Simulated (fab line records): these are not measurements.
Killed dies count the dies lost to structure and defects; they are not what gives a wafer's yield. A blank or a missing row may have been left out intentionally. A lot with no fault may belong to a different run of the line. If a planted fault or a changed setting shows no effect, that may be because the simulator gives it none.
fab line records || flow sky130 || part 2 of 2: steps 27 to 27 of 27
record: {"lots": 7, "wafers": 21, "lastDay": 50}
route steps=708 shown METAL4@627 VIA4@639 PAD_OPEN@708
lots untouched by any fault: they come from a run of this same line in which no faults occurred
startH: start of the lot's first displayed wafer, in hours after the record's first day || waitH: how many hours have passed since the lot's step before this one || " unchanged from the row above || L1.1+2: a single row standing in for several wafers || - no value, or no start was given || * or withheld: withheld || < > ~ a bound
route shown NAME@n: a module of which the file shows steps, and the number in the route of the first || usual: mean/standard deviation taken from wafers without a fault || same: alike in all rows || chamber/n: place in a boat || sites: the reading at each site || _std_site: standard deviation across them || _edge_site: outer sites' mean less inner sites' || radiusMm: how far each site lies from the wafer's centre || mask NAME#n: copy n || behind: tool/chamber where the wafer was last shaped || hold: cause of the lot's hold/its duration in hours/its outcome || device: whichever transistor did not switch (one of n, p or np) || end of line: the tests these same wafers got at the end of their route || a step without rows: its recipe alone || killed: not the wafer's yield, but the dies lost to structure and defects at the first sort || map: per-die view of a wafer (x killed, . not killed, _ where there is no die)
set.NAME: the setting as run; set.NAME@STEP: as run at that earlier step || model.NAME: the simulator's own value behind a step, which no gauge read
certain route steps with their lots: each step a table, each wafer a row
services: the hour from which a tool's chamber was out of use, counted from the record's first day as startH (under 0 if before that day), plus the number of hours and why
== steps ==
step: SKY_PAD_OPEN_PROBE_99
usual: {"defectLimitedYield": "82.5/1.9", "killed_at_M0_to_M3": "42/6.4", "killed_at_M4_up": "2.9/1.7", "killedAtContacts": "25/5.2", "killedAtFrontEnd": "16/4.4", "killedAtOther": "0.4/0.65", "killedDies": "86/9.2", "killedOnRim": "17/3.9", "killedOpen": "47/6.6", "killedShort": "39/5.8", "sort_bin_3_pad_short": "0.9/0.42", "sort_bin_5_function": "10.4/1.5", "sort_bin_6_memory": "6.3/1", "sortNPass": "406/9.2", "sortYieldPct": "82.5/1.9"}
same: {"grossDies": 492, "killedAtBackSide": 0, "sort_bin_4_leakage[%]": 0, "sort_bin_8_speed[%]": 0}
{"lot.wafer": "L956.2", "tool": "prober-02", "chamber": "-", "startH": 1124.21, "waitH": 0.1, "defectLimitedYield[%]": 84.1, "killed_at_M0_to_M3": 42, "killed_at_M4_up": 1, "killedAtContacts": 22, "killedAtFrontEnd": 13, "killedAtOther": 0, "killedDies": 78, "killedOnRim": 11, "killedOpen": 44, "killedShort": 34, "sort_bin_3_pad_short[%]": 0.2, "sort_bin_5_function[%]": 9.3, "sort_bin_6_memory[%]": 6.3, "sortNPass": 414, "sortYieldPct[%]": 84.1, "model.etest.tester.sortNPass": 414, "model.etest.tester.sort_bin_3_pct": 0.2033, "model.etest.tester.sortYieldPct": 84.15}
{"lot.wafer": "L956.3", "tool": "prober-02", "chamber": "-", "startH": 1124.26, "waitH": 0.2, "defectLimitedYield[%]": 85.0, "killed_at_M0_to_M3": 38, "killed_at_M4_up": 3, "killedAtContacts": 19, "killedAtFrontEnd": 14, "killedAtOther": 0, "killedDies": 74, "killedOnRim": 9, "killedOpen": 42, "killedShort": 31, "sort_bin_3_pad_short[%]": 0.2, "sort_bin_5_function[%]": 10.8, "sort_bin_6_memory[%]": 4.1, "sortNPass": 418, "sortYieldPct[%]": 85.0, "model.etest.tester.sortNPass": 418, "model.etest.tester.sort_bin_3_pct": 0.2033, "model.etest.tester.sortYieldPct": 84.96}
{"lot.wafer": "L956.5", "tool": "prober-02", "chamber": "-", "startH": 1124.36, "waitH": 0.2, "defectLimitedYield[%]": 79.5, "killed_at_M0_to_M3": 61, "killed_at_M4_up": 2, "killedAtContacts": 19, "killedAtFrontEnd": 19, "killedAtOther": 0, "killedDies": 101, "killedOnRim": 24, "killedOpen": 55, "killedShort": 46, "sort_bin_3_pad_short[%]": 1.6, "sort_bin_5_function[%]": 10.8, "sort_bin_6_memory[%]": 8.1, "sortNPass": 391, "sortYieldPct[%]": 79.5, "model.etest.tester.sortNPass": 391, "model.etest.tester.sort_bin_3_pct": 1.626, "model.etest.tester.sortYieldPct": 79.47}
{"lot.wafer": "L957.2", "tool": "prober-02", "chamber": "-", "startH": 1124.51, "waitH": 0.1, "defectLimitedYield[%]": 79.9, "killed_at_M0_to_M3": 43, "killed_at_M4_up": 3, "killedAtContacts": 29, "killedAtFrontEnd": 24, "killedAtOther": 0, "killedDies": 99, "killedOnRim": 20, "killedOpen": 58, "killedShort": 41, "sort_bin_3_pad_short[%]": 1.0, "sort_bin_5_function[%]": 12.8, "sort_bin_6_memory[%]": 6.3, "sortNPass": 393, "sortYieldPct[%]": 79.9, "model.etest.tester.sortNPass": 393, "model.etest.tester.sort_bin_3_pct": 1.016, "model.etest.tester.sortYieldPct": 79.88}
{"lot.wafer": "L957.4", "tool": "prober-02", "chamber": "-", "startH": 1124.61, "waitH": 0.2, "defectLimitedYield[%]": 83.1, "killed_at_M0_to_M3": 37, "killed_at_M4_up": 2, "killedAtContacts": 28, "killedAtFrontEnd": 16, "killedAtOther": 0, "killedDies": 83, "killedOnRim": 22, "killedOpen": 53, "killedShort": 30, "sort_bin_3_pad_short[%]": 0.8, "sort_bin_5_function[%]": 12.0, "sort_bin_6_memory[%]": 4.1, "sortNPass": 409, "sortYieldPct[%]": 83.1, "model.etest.tester.sortNPass": 409, "model.etest.tester.sort_bin_3_pct": 0.813, "model.etest.tester.sortYieldPct": 83.13}
{"lot.wafer": "L957.5", "tool": "prober-02", "chamber": "-", "startH": 1124.66, "waitH": 0.2, "defectLimitedYield[%]": 83.7, "killed_at_M0_to_M3": 41, "killed_at_M4_up": 2, "killedAtContacts": 23, "killedAtFrontEnd": 14, "killedAtOther": 0, "killedDies": 80, "killedOnRim": 23, "killedOpen": 51, "killedShort": 29, "sort_bin_3_pad_short[%]": 0.4, "sort_bin_5_function[%]": 8.7, "sort_bin_6_memory[%]": 7.1, "sortNPass": 412, "sortYieldPct[%]": 83.7, "model.etest.tester.sortNPass": 412, "model.etest.tester.sort_bin_3_pct": 0.4065, "model.etest.tester.sortYieldPct": 83.74}
{"lot.wafer": "L968.4", "tool": "prober-02", "chamber": "-", "startH": 1173.81, "waitH": 0.2, "defectLimitedYield[%]": 71.5, "killed_at_M0_to_M3": 43, "killed_at_M4_up": 62, "killedAtContacts": 25, "killedAtFrontEnd": 10, "killedAtOther": 0, "killedDies": 140, "killedOnRim": 68, "killedOpen": 46, "killedShort": 34, "sort_bin_3_pad_short[%]": 13.6, "sort_bin_5_function[%]": 9.8, "sort_bin_6_memory[%]": 5.1, "sortNPass": 352, "sortYieldPct[%]": 71.5, "model.etest.tester.sortNPass": 352, "model.etest.tester.sort_bin_3_pct": 13.62, "model.etest.tester.sortYieldPct": 71.54}
{"lot.wafer": "L968.5", "tool": "prober-02", "chamber": "-", "startH": 1173.86, "waitH": 0.2, "defectLimitedYield[%]": 68.1, "killed_at_M0_to_M3": 43, "killed_at_M4_up": 65, "killedAtContacts": 28, "killedAtFrontEnd": 18, "killedAtOther": 3, "killedDies": 157, "killedOnRim": 76, "killedOpen": 56, "killedShort": 37, "sort_bin_3_pad_short[%]": 14.2, "sort_bin_5_function[%]": 11.6, "sort_bin_6_memory[%]": 6.1, "sortNPass": 335, "sortYieldPct[%]": 68.1, "model.etest.tester.sortNPass": 335, "model.etest.tester.sort_bin_3_pct": 14.23, "model.etest.tester.sortYieldPct": 68.09}
{"lot.wafer": "L968.6", "tool": "prober-02", "chamber": "-", "startH": 1173.91, "waitH": 0.2, "defectLimitedYield[%]": 70.3, "killed_at_M0_to_M3": 41, "killed_at_M4_up": 55, "killedAtContacts": 41, "killedAtFrontEnd": 9, "killedAtOther": 0, "killedDies": 146, "killedOnRim": 69, "killedOpen": 62, "killedShort": 31, "sort_bin_3_pad_short[%]": 11.2, "sort_bin_5_function[%]": 12.4, "sort_bin_6_memory[%]": 6.1, "sortNPass": 346, "sortYieldPct[%]": 70.3, "model.etest.tester.sortNPass": 346, "model.etest.tester.sort_bin_3_pct": 11.18, "model.etest.tester.sortYieldPct": 70.33}
{"lot.wafer": "L966.1", "tool": "prober-01", "chamber": "-", "startH": 1176.62, "waitH": 0.1, "defectLimitedYield[%]": 75.4, "killed_at_M0_to_M3": 26, "killed_at_M4_up": 60, "killedAtContacts": 24, "killedAtFrontEnd": 11, "killedAtOther": 0, "killedDies": 121, "killedOnRim": 63, "killedOpen": 32, "killedShort": 31, "sort_bin_3_pad_short[%]": 12.2, "sort_bin_5_function[%]": 8.5, "sort_bin_6_memory[%]": 3.9, "sortNPass": 371, "sortYieldPct[%]": 75.4, "model.etest.tester.sortNPass": 371, "model.etest.tester.sort_bin_3_pct": 12.2, "model.etest.tester.sortYieldPct": 75.41}
{"lot.wafer": "L966.4", "tool": "prober-01", "chamber": "-", "startH": 1176.77, "waitH": 0.2, "defectLimitedYield[%]": 70.9, "killed_at_M0_to_M3": 34, "killed_at_M4_up": 66, "killedAtContacts": 33, "killedAtFrontEnd": 10, "killedAtOther": 0, "killedDies": 143, "killedOnRim": 71, "killedOpen": 47, "killedShort": 31, "sort_bin_3_pad_short[%]": 13.6, "sort_bin_5_function[%]": 9.6, "sort_bin_6_memory[%]": 5.9, "sortNPass": 349, "sortYieldPct[%]": 70.9, "model.etest.tester.sortNPass": 349, "model.etest.tester.sort_bin_3_pct": 13.62, "model.etest.tester.sortYieldPct": 70.94}
{"lot.wafer": "L966.5", "tool": "prober-01", "chamber": "-", "startH": 1176.82, "waitH": 0.2, "defectLimitedYield[%]": 69.5, "killed_at_M0_to_M3": 37, "killed_at_M4_up": 73, "killedAtContacts": 25, "killedAtFrontEnd": 15, "killedAtOther": 0, "killedDies": 150, "killedOnRim": 74, "killedOpen": 40, "killedShort": 43, "sort_bin_3_pad_short[%]": 15.0, "sort_bin_5_function[%]": 10.6, "sort_bin_6_memory[%]": 4.9, "sortNPass": 342, "sortYieldPct[%]": 69.5, "model.etest.tester.sortNPass": 342, "model.etest.tester.sort_bin_3_pct": 15.04, "model.etest.tester.sortYieldPct": 69.51}
{"lot.wafer": "L970.1", "tool": "prober-01", "chamber": "-", "startH": 1183.16, "waitH": 0.1, "defectLimitedYield[%]": 85.8, "killed_at_M0_to_M3": 34, "killed_at_M4_up": 2, "killedAtContacts": 20, "killedAtFrontEnd": 14, "killedAtOther": 0, "killedDies": 70, "killedOnRim": 13, "killedOpen": 38, "killedShort": 32, "sort_bin_3_pad_short[%]": 0.6, "sort_bin_5_function[%]": 7.3, "sort_bin_6_memory[%]": 6.3, "sortNPass": 422, "sortYieldPct[%]": 85.8, "model.etest.tester.sortNPass": 422, "model.etest.tester.sort_bin_3_pct": 0.6098, "model.etest.tester.sortYieldPct": 85.77}
{"lot.wafer": "L970.5", "tool": "prober-01", "chamber": "-", "startH": 1183.36, "waitH": 0.2, "defectLimitedYield[%]": 87.0, "killed_at_M0_to_M3": 41, "killed_at_M4_up": 1, "killedAtContacts": 14, "killedAtFrontEnd": 8, "killedAtOther": 0, "killedDies": 64, "killedOnRim": 15, "killedOpen": 42, "killedShort": 22, "sort_bin_3_pad_short[%]": 0.6, "sort_bin_5_function[%]": 6.9, "sort_bin_6_memory[%]": 5.5, "sortNPass": 428, "sortYieldPct[%]": 87.0, "model.etest.tester.sortNPass": 428, "model.etest.tester.sort_bin_3_pct": 0.6098, "model.etest.tester.sortYieldPct": 86.99}
{"lot.wafer": "L970.6", "tool": "prober-01", "chamber": "-", "startH": 1183.41, "waitH": 0.2, "defectLimitedYield[%]": 82.7, "killed_at_M0_to_M3": 50, "killed_at_M4_up": 1, "killedAtContacts": 14, "killedAtFrontEnd": 19, "killedAtOther": 1, "killedDies": 85, "killedOnRim": 17, "killedOpen": 39, "killedShort": 45, "sort_bin_3_pad_short[%]": 1.6, "sort_bin_5_function[%]": 8.1, "sort_bin_6_memory[%]": 7.5, "sortNPass": 407, "sortYieldPct[%]": 82.7, "model.etest.tester.sortNPass": 407, "model.etest.tester.sort_bin_3_pct": 1.626, "model.etest.tester.sortYieldPct": 82.72}
{"lot.wafer": "L971.1", "tool": "prober-01", "chamber": "-", "startH": 1186.97, "waitH": 0.1, "defectLimitedYield[%]": 69.1, "killed_at_M0_to_M3": 48, "killed_at_M4_up": 49, "killedAtContacts": 35, "killedAtFrontEnd": 20, "killedAtOther": 0, "killedDies": 152, "killedOnRim": 64, "killedOpen": 61, "killedShort": 44, "sort_bin_3_pad_short[%]": 10.4, "sort_bin_5_function[%]": 12.6, "sort_bin_6_memory[%]": 7.9, "sortNPass": 340, "sortYieldPct[%]": 69.1, "model.etest.tester.sortNPass": 340, "model.etest.tester.sort_bin_3_pct": 10.37, "model.etest.tester.sortYieldPct": 69.11}
{"lot.wafer": "L971.3", "tool": "prober-01", "chamber": "-", "startH": 1187.07, "waitH": 0.2, "defectLimitedYield[%]": 73.0, "killed_at_M0_to_M3": 37, "killed_at_M4_up": 59, "killedAtContacts": 25, "killedAtFrontEnd": 12, "killedAtOther": 0, "killedDies": 133, "killedOnRim": 64, "killedOpen": 44, "killedShort": 30, "sort_bin_3_pad_short[%]": 12.4, "sort_bin_5_function[%]": 7.7, "sort_bin_6_memory[%]": 6.9, "sortNPass": 359, "sortYieldPct[%]": 73.0, "model.etest.tester.sortNPass": 359, "model.etest.tester.sort_bin_3_pct": 12.4, "model.etest.tester.sortYieldPct": 72.97}
{"lot.wafer": "L971.5", "tool": "prober-01", "chamber": "-", "startH": 1187.17, "waitH": 0.2, "defectLimitedYield[%]": 70.9, "killed_at_M0_to_M3": 38, "killed_at_M4_up": 65, "killedAtContacts": 21, "killedAtFrontEnd": 18, "killedAtOther": 1, "killedDies": 143, "killedOnRim": 73, "killedOpen": 38, "killedShort": 43, "sort_bin_3_pad_short[%]": 14.2, "sort_bin_5_function[%]": 8.1, "sort_bin_6_memory[%]": 6.7, "sortNPass": 349, "sortYieldPct[%]": 70.9, "model.etest.tester.sortNPass": 349, "model.etest.tester.sort_bin_3_pct": 14.23, "model.etest.tester.sortYieldPct": 70.94}
{"lot.wafer": "L974.1", "tool": "prober-01", "chamber": "-", "startH": 1195.86, "waitH": 0.1, "defectLimitedYield[%]": 84.6, "killed_at_M0_to_M3": 43, "killed_at_M4_up": 2, "killedAtContacts": 20, "killedAtFrontEnd": 11, "killedAtOther": 0, "killedDies": 76, "killedOnRim": 16, "killedOpen": 43, "killedShort": 32, "sort_bin_3_pad_short[%]": 0.6, "sort_bin_5_function[%]": 8.7, "sort_bin_6_memory[%]": 6.1, "sortNPass": 416, "sortYieldPct[%]": 84.6, "model.etest.tester.sortNPass": 416, "model.etest.tester.sort_bin_3_pct": 0.6098, "model.etest.tester.sortYieldPct": 84.55}
{"lot.wafer": "L974.3", "tool": "prober-01", "chamber": "-", "startH": 1195.96, "waitH": 0.2, "defectLimitedYield[%]": 82.7, "killed_at_M0_to_M3": 39, "killed_at_M4_up": 3, "killedAtContacts": 27, "killedAtFrontEnd": 16, "killedAtOther": 0, "killedDies": 85, "killedOnRim": 21, "killedOpen": 50, "killedShort": 33, "sort_bin_3_pad_short[%]": 0.8, "sort_bin_5_function[%]": 11.4, "sort_bin_6_memory[%]": 5.1, "sortNPass": 407, "sortYieldPct[%]": 82.7, "model.etest.tester.sortNPass": 407, "model.etest.tester.sort_bin_3_pct": 0.813, "model.etest.tester.sortYieldPct": 82.72}
{"lot.wafer": "L974.6", "tool": "prober-01", "chamber": "-", "startH": 1196.11, "waitH": 0.2, "defectLimitedYield[%]": 80.7, "killed_at_M0_to_M3": 42, "killed_at_M4_up": 4, "killedAtContacts": 29, "killedAtFrontEnd": 19, "killedAtOther": 1, "killedDies": 95, "killedOnRim": 19, "killedOpen": 54, "killedShort": 40, "sort_bin_3_pad_short[%]": 1.2, "sort_bin_5_function[%]": 11.0, "sort_bin_6_memory[%]": 7.1, "sortNPass": 397, "sortYieldPct[%]": 80.7, "model.etest.tester.sortNPass": 397, "model.etest.tester.sort_bin_3_pct": 1.22, "model.etest.tester.sortYieldPct": 80.69}
killed by level:class
L956.2 CONTACT:geometricParticle:open=7 VIA2:geometricParticle:open=7 LI_CONTACT:geometricParticle:open=6 METAL2:geometricParticle:short=6 VIA3:geometricParticle:open=6 VIA1:geometricParticle:open=5 POLY_GATE:geometricParticle:short=4 SPACER:geometricParticle:short=4
L956.3 LI_CONTACT:geometricParticle:open=7 VIA1:geometricParticle:open=6 VIA2:geometricParticle:open=6 METAL1:geometricParticle:short=5 VIA3:geometricParticle:open=5 METAL3:geometricParticle:short=5 FIELD_ISO:geometricParticle:open=4 POLY_GATE:geometricParticle:open=4
L956.5 VIA1:geometricParticle:open=18 VIA3:geometricParticle:open=9 POLY_GATE:geometricParticle:open=6 POLY_GATE:geometricParticle:short=6 LI_CONTACT:geometricParticle:open=6 METAL1:geometricParticle:short=6 METAL3:geometricParticle:short=6 METAL2:geometricParticle:short=6
L957.2 CONTACT:geometricParticle:open=14 VIA1:geometricParticle:open=11 POLY_GATE:geometricParticle:open=10 POLY_GATE:geometricParticle:short=7 LI_CONTACT:geometricParticle:open=7 VIA2:geometricParticle:open=5 CONTACT:geometricParticle:short=4 METAL1:geometricParticle:short=4
L957.4 LI_CONTACT:geometricParticle:open=10 CONTACT:geometricParticle:open=10 VIA3:geometricParticle:open=8 VIA2:geometricParticle:open=7 POLY_GATE:geometricParticle:open=5 VIA1:geometricParticle:open=4 VIA1:geometricParticle:short=4 FIELD_ISO:geometricParticle:open=3
L957.5 VIA1:geometricParticle:open=12 CONTACT:geometricParticle:open=10 VIA1:geometricParticle:short=6 VIA3:geometricParticle:open=6 LI_CONTACT:geometricParticle:open=5 LOCAL_INTERCONNECT:geometricParticle:short=5 METAL1:geometricParticle:short=4 POLY_GATE:geometricParticle:short=4
L968.4 VIA4:areaHdpcvd=60 CONTACT:geometricParticle:open=10 VIA1:geometricParticle:short=7 VIA3:geometricParticle:open=7 LI_CONTACT:geometricParticle:short=6 FIELD_ISO:geometricParticle:open=5 VIA1:geometricParticle:open=5 VIA2:geometricParticle:open=5
L968.5 VIA4:areaHdpcvd=63 CONTACT:geometricParticle:open=10 VIA1:geometricParticle:open=10 VIA3:geometricParticle:open=8 LI_CONTACT:geometricParticle:open=7 VIA2:geometricParticle:open=7 FIELD_ISO:geometricParticle:open=5 VIA1:geometricParticle:short=5
L968.6 VIA4:areaHdpcvd=53 LI_CONTACT:geometricParticle:open=16 CONTACT:geometricParticle:open=14 VIA2:geometricParticle:open=6 VIA1:geometricParticle:open=6 VIA3:geometricParticle:open=6 LOCAL_INTERCONNECT:geometricParticle:short=5 METAL2:geometricParticle:short=5
L966.1 VIA4:areaHdpcvd=58 LOCAL_INTERCONNECT:geometricParticle:short=7 LI_CONTACT:geometricParticle:open=6 CONTACT:geometricParticle:open=6 METAL1:geometricParticle:short=4 VIA2:geometricParticle:open=4 FIELD_ISO:geometricParticle:open=3 POLY_GATE:geometricParticle:short=3
L966.4 VIA4:areaHdpcvd=65 VIA1:geometricParticle:open=13 LI_CONTACT:geometricParticle:open=11 CONTACT:geometricParticle:open=9 LI_CONTACT:geometricParticle:short=5 VIA1:geometricParticle:short=5 VIA3:geometricParticle:open=5 METAL2:geometricParticle:short=4
L966.5 VIA4:areaHdpcvd=67 CONTACT:geometricParticle:open=10 METAL2:geometricParticle:short=8 FIELD_ISO:geometricParticle:short=5 VIA1:geometricParticle:open=5 VIA3:geometricParticle:open=5 LI_CONTACT:geometricParticle:short=4 LI_CONTACT:geometricParticle:open=4
L970.1 VIA1:geometricParticle:open=9 CONTACT:geometricParticle:short=7 VIA2:geometricParticle:open=6 FIELD_ISO:geometricParticle:short=5 CONTACT:geometricParticle:open=5 FIELD_ISO:geometricParticle:open=4 LOCAL_INTERCONNECT:geometricParticle:short=4 METAL3:geometricParticle:short=4
L970.5 VIA1:geometricParticle:open=16 LI_CONTACT:geometricParticle:open=5 VIA2:geometricParticle:open=5 CONTACT:geometricParticle:open=4 METAL1:geometricParticle:short=4 VIA1:geometricParticle:short=4 METAL3:geometricParticle:short=4 VIA3:geometricParticle:open=4
L970.6 VIA1:geometricParticle:open=15 METAL1:geometricParticle:short=8 VIA1:geometricParticle:short=7 LOCAL_INTERCONNECT:geometricParticle:short=6 VIA2:geometricParticle:open=6 FIELD_ISO:geometricParticle:short=5 METAL2:geometricParticle:short=4 POLY_GATE:geometricParticle:open=3
L971.1 VIA4:areaHdpcvd=47 CONTACT:geometricParticle:open=15 VIA1:geometricParticle:open=10 LI_CONTACT:geometricParticle:open=8 POLY_GATE:geometricParticle:short=7 METAL2:geometricParticle:short=7 VIA2:geometricParticle:open=7 POLY_GATE:geometricParticle:open=6
L971.3 VIA4:areaHdpcvd=59 LI_CONTACT:geometricParticle:open=8 CONTACT:geometricParticle:open=7 VIA1:geometricParticle:open=7 LOCAL_INTERCONNECT:geometricParticle:short=6 VIA3:geometricParticle:open=6 FIELD_ISO:geometricParticle:short=5 METAL2:geometricParticle:short=5
L971.5 VIA4:areaHdpcvd=62 VIA1:geometricParticle:open=11 CONTACT:geometricParticle:open=10 METAL3:geometricParticle:short=8 FIELD_ISO:geometricParticle:short=7 POLY_GATE:geometricParticle:short=5 VIA3:geometricParticle:open=5 CONTACT:geometricParticle:short=4
L974.1 VIA2:geometricParticle:open=9 CONTACT:geometricParticle:open=8 VIA3:geometricParticle:open=7 VIA1:geometricParticle:open=7 VIA2:geometricParticle:short=6 LI_CONTACT:geometricParticle:open=4 VIA1:geometricParticle:short=4 METAL3:geometricParticle:short=4
L974.3 CONTACT:geometricParticle:open=10 VIA1:geometricParticle:open=8 VIA2:geometricParticle:open=7 LI_CONTACT:geometricParticle:open=6 METAL1:geometricParticle:short=5 FIELD_ISO:geometricParticle:short=4 POLY_CUT:geometricParticle:open=4 LOCAL_INTERCONNECT:geometricParticle:open=4
L974.6 LI_CONTACT:geometricParticle:open=10 CONTACT:geometricParticle:open=8 VIA1:geometricParticle:open=7 VIA2:geometricParticle:open=7 METAL2:geometricParticle:short=6 VIA3:geometricParticle:open=5 FIELD_ISO:geometricParticle:short=4 POLY_CUT:geometricParticle:short=4
map L966.5 (x killed, . not)
__________xxxxxxxxxx_________
________x.x...x..x.xxx_______
______.xx.x............x_____
_____...x..............x.____
____xxx...x.x...........x.___
___.x..........x..x......xx__
__xxx......x......x.xxx...xx_
_xx......................xxxx
_xx.....x..x....x..x...x....x
_x....x..x........xx.....x.xx
_x..x...xx......x.....x.....x
_.x..xx........x...x..x.....x
_.x.x..x....xx.x.xx..xx..x.xx
_xx....x...x.......xxx.....xx
_x...........x........x....xx
__x.....x.x...............xx_
___x......xx............x.x__
____x..x..x.x..x........xx___
_____xx.....x......x.x.xx____
______..x......x......xx_____
________xxx......xxxxx_______
__________xxx...xxxx_________
map L968.5 (x killed, . not)
__________xxxxxxxxxx_________
________.xx.......x.xx_______
______x.x......x...x.xxx_____
_____x................x..____
____xx..........xx.x.....x___
___xx.xx..xx.......x.xx...x__
__xx....x........xx.....x..x_
_xx...x......xxx.x.x..x.x..xx
_x.x................x.x....xx
_x......x......x........x...x
_....x.......x.x........x...x
_xx.........x...x......x....x
_x.x...x........x...x......xx
_x.x.........x.....xx......xx
_xxx.x..........x....x..x..xx
__x.xx...x.......x...x.x.x.x_
___x...x...xx.x...x.....x.x__
____x.x.......x.........xx___
_____xxxx.x....x........x____
______xxxxx........xxx.x_____
________xx.x....x...xx_______
__________xxxxxx.xxx_________
== services ==
{"tool": "rieDiel-04", "chamber": 0, "startH": 1011.08, "hours": 1.6, "kind": "repair"}
{"tool": "cmp-01", "chamber": "-", "startH": 1016.77, "hours": 4.9, "kind": "pm"}
{"tool": "rieMetal-04", "chamber": 1, "startH": 1017.03, "hours": 24.3, "kind": "repair"}
{"tool": "rieMetal-03", "chamber": 0, "startH": 1019.29, "hours": 14.3, "kind": "repair"}
{"tool": "rieDiel-04", "chamber": 2, "startH": 1024.76, "hours": 9.5, "kind": "repair"}
{"tool": "rieDiel-03", "chamber": 1, "startH": 1036.27, "hours": 8.8, "kind": "repair"}
{"tool": "cmp-02", "chamber": "-", "startH": 1038.51, "hours": 10.4, "kind": "pm"}
{"tool": "rieMetal-03", "chamber": 1, "startH": 1039.80, "hours": 2.1, "kind": "repair"}
{"tool": "cmp-02", "chamber": "-", "startH": 1049.64, "hours": 1.3, "kind": "repair"}
{"tool": "rieDiel-01", "chamber": 2, "startH": 1049.67, "hours": 2.8, "kind": "repair"}
{"tool": "rieDiel-02", "chamber": 3, "startH": 1058.63, "hours": 6.6, "kind": "repair"}
{"tool": "plasmaAsher-03", "chamber": "-", "startH": 1067.99, "hours": 3.6, "kind": "repair"}
{"tool": "cmp-01", "chamber": "-", "startH": 1072.86, "hours": 1.1, "kind": "repair"}
{"tool": "rieMetal-03", "chamber": 0, "startH": 1079.82, "hours": 9.5, "kind": "repair"}
{"tool": "hdpcvd-01", "chamber": "-", "startH": 1081.63, "hours": 2.8, "kind": "pm"}
{"tool": "cmp-01", "chamber": "-", "startH": 1084.62, "hours": 4.0, "kind": "pm"}
{"tool": "cmp-02", "chamber": "-", "startH": 1090.79, "hours": 0.9, "kind": "repair"}
{"tool": "rieDiel-04", "chamber": "-", "startH": 1098.76, "hours": 4.7, "kind": "repair"}
{"tool": "rieDiel-03", "chamber": 1, "startH": 1109.09, "hours": 2.9, "kind": "repair"}
{"tool": "rieDiel-04", "chamber": 0, "startH": 1112.52, "hours": 4.2, "kind": "repair"}
{"tool": "cmp-01", "chamber": "-", "startH": 1114.51, "hours": 1.9, "kind": "repair"}
{"tool": "rieDiel-02", "chamber": "-", "startH": 1118.30, "hours": 15.6, "kind": "pm"}
{"tool": "cmp-02", "chamber": "-", "startH": 1121.22, "hours": 4.3, "kind": "pm"}
{"tool": "rieDiel-03", "chamber": "-", "startH": 1135.87, "hours": 3.5, "kind": "repair"}
== key ==
firstSign: {"step": "SKY_VIA4_THK_MEAS_01", "reading": "VIA4_HDPCVD_THK", "direction": "down", "sigmas": 10, "usual": 1763, "struck": 1576}
effect: {"step": "SKY_VIA4_ETCH_12", "reading": "oesProductAu", "direction": "down", "sigmas": 37, "usual": 0.925, "struck": 0.750}
effect: {"step": "SKY_PAD_OPEN_PROBE_99", "reading": "killed_at_M4_up", "direction": "up", "sigmas": 34, "usual": 2.9, "struck": 61.6}
modelEffect: {"step": "SKY_PAD_OPEN_PROBE_99", "value": "etest.tester.sortNPass", "without": 408.6, "struck": 349.2}
moreKillsBornAt: {"SKY_VIA4_HDPCVD_00@hdpcvd-02": 534}
metAt SKY_VIA4_HDPCVD_00
struckWafers L966.1,L966.4,L966.5,L968.4,L968.5,L968.6,L971.1,L971.3,L971.5
onsetBetween 1034.40 1093.56
fault: {"kind": "siteProfileDrift", "tool": "hdpcvd-02", "chamber": "-", "onsetH": 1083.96, "steps": "SKY_VIA4_HDPCVD_00", "basis": "fraction", "maxAbsDrift": 0.24426, "slopeSharePerHr": 54.28, "sitePattern": "0,0,0,0,0,-1,-1,-1,-1"}
